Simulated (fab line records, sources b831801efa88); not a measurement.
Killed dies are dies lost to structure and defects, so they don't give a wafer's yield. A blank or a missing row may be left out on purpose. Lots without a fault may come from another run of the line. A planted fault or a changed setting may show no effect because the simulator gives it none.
Which tool did it? | flow gf180mcu | 13 lots, 39 wafers sampled, at 5 steps of a route of 602

WHAT THE GAUGES READ, wafer by wafer
GF_HV_LDD_OVL_MEAS_47.
lot  | measured     | on         | HV_LDD_03_OVL (nm)
L898 | day 12 09:23 | overlay-02 | -0.1 -0.5 -0.9
L899 | day 12 21:28 | overlay-02 | -2.7 -1.7 -4.1
L900 | day 13 01:34 | overlay-01 | -2.2 -1.6 0.4
L901 | day 13 11:02 | overlay-02 | -2.1 -1.6 -2.5
L902 | day 13 23:05 | overlay-02 | -1.7 0.2 -2.9
L903 | day 14 03:28 | overlay-01 | -0.6 -0.6 0.8
L904 | day 14 10:28 | overlay-01 | -0.7 1.0 -0.7
L905 | day 14 19:02 | overlay-01 | 0.8 -1.0 2.4
L906 | day 15 02:11 | overlay-01 | -1.3 1.3 0.5
L908 | day 15 21:18 | overlay-01 | 0.1 -1.2 -1.7
L911 | day 16 20:46 | overlay-01 | 0.0 -1.0 -1.8
L916 | day 18 17:44 | overlay-02 | -0.6 -1.8 0.1
L920 | day 20 00:07 | overlay-02 | -2.3 -1.1 -2.2

GF_NSD_OVL_MEAS_08.
lot  | measured     | on         | NSD_OVL (nm)
L898 | day 13 07:16 | overlay-01 | 3.6 2.4 1.7
L899 | day 13 20:49 | overlay-01 | 1.4 1.3 0.0
L900 | day 14 00:39 | overlay-02 | 0.6 -0.7 -0.7
L901 | day 14 10:18 | overlay-02 | 0.9 -1.3 0.4
L902 | day 14 23:28 | overlay-02 | 0.7 -1.7 -0.7
L903 | day 15 03:25 | overlay-01 | 1.1 0.0 1.4
L904 | day 15 13:22 | overlay-01 | 0.9 2.0 1.1
L905 | day 15 19:26 | overlay-01 | 227.2 226.2 226.7
L906 | day 16 02:44 | overlay-01 | 227.1 227.7 227.1
L908 | day 16 22:37 | overlay-01 | 228.5 227.2 227.7
L911 | day 17 23:39 | overlay-02 | -0.4 -0.1 -1.2
L916 | day 19 21:12 | overlay-02 | 1.0 0.5 1.1
L920 | day 21 04:05 | overlay-02 | -1.0 -1.5 -2.1

WHICH TOOL RAN EACH LOT (tool, then ch and the chambers of the sampled wafers, then the start)
lot  | GF_HV_LDD_STRIP_22                   | GF_HV_LDD_STRIP_49                   | GF_NSD_EXPOSE_04
L898 | plasma_asher-01 ch 0,1, day 10 18:59 | plasma_asher-04 ch 0,1, day 12 09:35 | iline_stepper-02 ch 0, day 12 21:52
L899 | plasma_asher-03 ch 0,1, day 11 06:32 | plasma_asher-03 ch 0,1, day 12 21:40 | iline_stepper-02 ch 0, day 13 10:44
L900 | plasma_asher-01 ch 0,1, day 11 11:01 | plasma_asher-04 ch 0,1, day 13 01:44 | iline_stepper-02 ch 0, day 13 14:40
L901 | plasma_asher-03 ch 0, day 11 20:03   | plasma_asher-04 ch 0,1, day 13 11:13 | iline_stepper-02 ch 0, day 14 00:14
L902 | plasma_asher-04 ch 0,1, day 12 07:14 | plasma_asher-04 ch 0,1, day 13 23:17 | iline_stepper-02 ch 0, day 14 13:22
L903 | plasma_asher-04 ch 0,1, day 12 11:10 | plasma_asher-04 ch 0,1, day 14 03:40 | iline_stepper-02 ch 0, day 14 16:53
L904 | plasma_asher-04 ch 0,1, day 12 18:38 | plasma_asher-03 ch 0,1, day 14 10:40 | iline_stepper-02 ch 0, day 15 02:39
L905 | plasma_asher-01 ch 0,1, day 13 01:38 | plasma_asher-04 ch 0,1, day 14 19:14 | iline_stepper-02 ch 0, day 15 08:56
L906 | plasma_asher-04 ch 0,1, day 13 08:32 | plasma_asher-01 ch 0,1, day 15 02:23 | iline_stepper-02 ch 0, day 15 15:57
L908 | plasma_asher-03 ch 0,1, day 14 01:20 | plasma_asher-01 ch 0,1, day 15 21:29 | iline_stepper-02 ch 0, day 16 11:37
L911 | plasma_asher-03 ch 0,1, day 14 23:14 | plasma_asher-04 ch 0,1, day 16 20:57 | iline_stepper-01 ch 0, day 17 12:02
L916 | plasma_asher-04 ch 0,1, day 16 17:38 | plasma_asher-03 ch 0,1, day 18 17:56 | iline_stepper-01 ch 0, day 19 09:01
L920 | plasma_asher-01 ch 0,1, day 17 21:53 | plasma_asher-01 ch 0,1, day 20 00:18 | iline_stepper-01 ch 0, day 20 15:20
- GF_HV_LDD_STRIP_22: strips in O2/N2.
- GF_HV_LDD_STRIP_49: strips in O2/N2.
- GF_NSD_EXPOSE_04: exposes mask Nplus, target cd 400 nm.

WHAT THE TOOLS THEMSELVES READ (means of the sampled wafers that have a number; where no wafer has one, the mark that the record gives instead)
GF_HV_LDD_STRIP_22.
lot  | tool            | drypump_motor_current_A (A) | heater_power_w (W) | oes_product_au (a.u.) | strip_time_to_endpoint_s (s)
L898 | plasma_asher-01 | 5.3                         | 328                | 0.713                 | 12.63
L899 | plasma_asher-03 | 5.5                         | 322                | 0.720                 | 12.60
L900 | plasma_asher-01 | 5.5                         | 323                | 0.715                 | 12.56
L901 | plasma_asher-03 | 5.2                         | 329                | 0.716                 | 12.64
L902 | plasma_asher-04 | 5.6                         | 333                | 0.716                 | 12.63
L903 | plasma_asher-04 | 5.4                         | 343                | 0.713                 | 12.61
L904 | plasma_asher-04 | 5.5                         | 343                | 0.718                 | 12.59
L905 | plasma_asher-01 | 5.3                         | 332                | 0.716                 | 12.60
L906 | plasma_asher-04 | 5.6                         | 339                | 0.719                 | 12.64
L908 | plasma_asher-03 | 5.7                         | 311                | 0.712                 | 12.66
L911 | plasma_asher-03 | 5.5                         | 323                | 0.718                 | 12.60
L916 | plasma_asher-04 | 5.6                         | 335                | 0.713                 | 12.66
L920 | plasma_asher-01 | 5.3                         | 334                | 0.720                 | 12.64

GF_HV_LDD_STRIP_49.
lot  | tool            | drypump_motor_current_A (A) | heater_power_w (W) | oes_product_au (a.u.) | strip_time_to_endpoint_s (s)
L898 | plasma_asher-04 | 5.6                         | 338                | 0.712                 | 12.638
L899 | plasma_asher-03 | 5.4                         | 324                | 0.715                 | 12.612
L900 | plasma_asher-04 | 5.5                         | 344                | 0.718                 | 12.587
L901 | plasma_asher-04 | 5.5                         | 346                | 0.716                 | 12.649
L902 | plasma_asher-04 | 5.6                         | 337                | 0.716                 | 12.658
L903 | plasma_asher-04 | 5.5                         | 342                | 0.719                 | 12.646
L904 | plasma_asher-03 | 5.7                         | 316                | 0.717                 | 12.668
L905 | plasma_asher-04 | 5.5                         | 347                | 0.718                 | 12.627
L906 | plasma_asher-01 | 5.5                         | 313                | 0.716                 | 12.633
L908 | plasma_asher-01 | 5.3                         | 328                | 0.715                 | 12.673
L911 | plasma_asher-04 | 5.6                         | 341                | 0.717                 | 12.662
L916 | plasma_asher-03 | 5.5                         | 321                | 0.715                 | 12.667
L920 | plasma_asher-01 | 5.5                         | 322                | 0.714                 | 12.657

THE ANSWER, worked out from the rows above alone
Rule: what is usual is taken from the lots themselves. Put in order of their means at a reading, lots are off if they are a third of the lots or fewer, leave a main group of 4 or more, and stand apart from it by a gap of 3 or more times the standard deviation of the main group's means; of several such gaps the widest counts. A main group whose means are all the same, to the digits that the tables above print for the reading, isn't used. A lot without any number at a reading at which 4 lots or more have one is off too. The other lots that the step has rows for count as sound. The gauges are gone through in route order, then the tools' own readings, and for those a lot's mean is taken as printed above. The first step at which some lot is off is used, and at that step the reading that is off furthest; a lot without a number counts as furthest.
Off: L905, L906, L908, at GF_NSD_OVL_MEAS_08 (NSD_OVL). The main group: mean 0.4 nm, standard deviation 1.1.
A tool fits if, at a process step before that reading, it ran every lot that is off, and no sound lot after the first of them. The gauges at GF_NSD_OVL_MEAS_08 are tried like those tools. Can't be told from this: 2 tools fit, iline_stepper-02 at GF_NSD_EXPOSE_04, overlay-01 at GF_NSD_OVL_MEAS_08.

WHAT THE SIMULATOR HAD PUT IN
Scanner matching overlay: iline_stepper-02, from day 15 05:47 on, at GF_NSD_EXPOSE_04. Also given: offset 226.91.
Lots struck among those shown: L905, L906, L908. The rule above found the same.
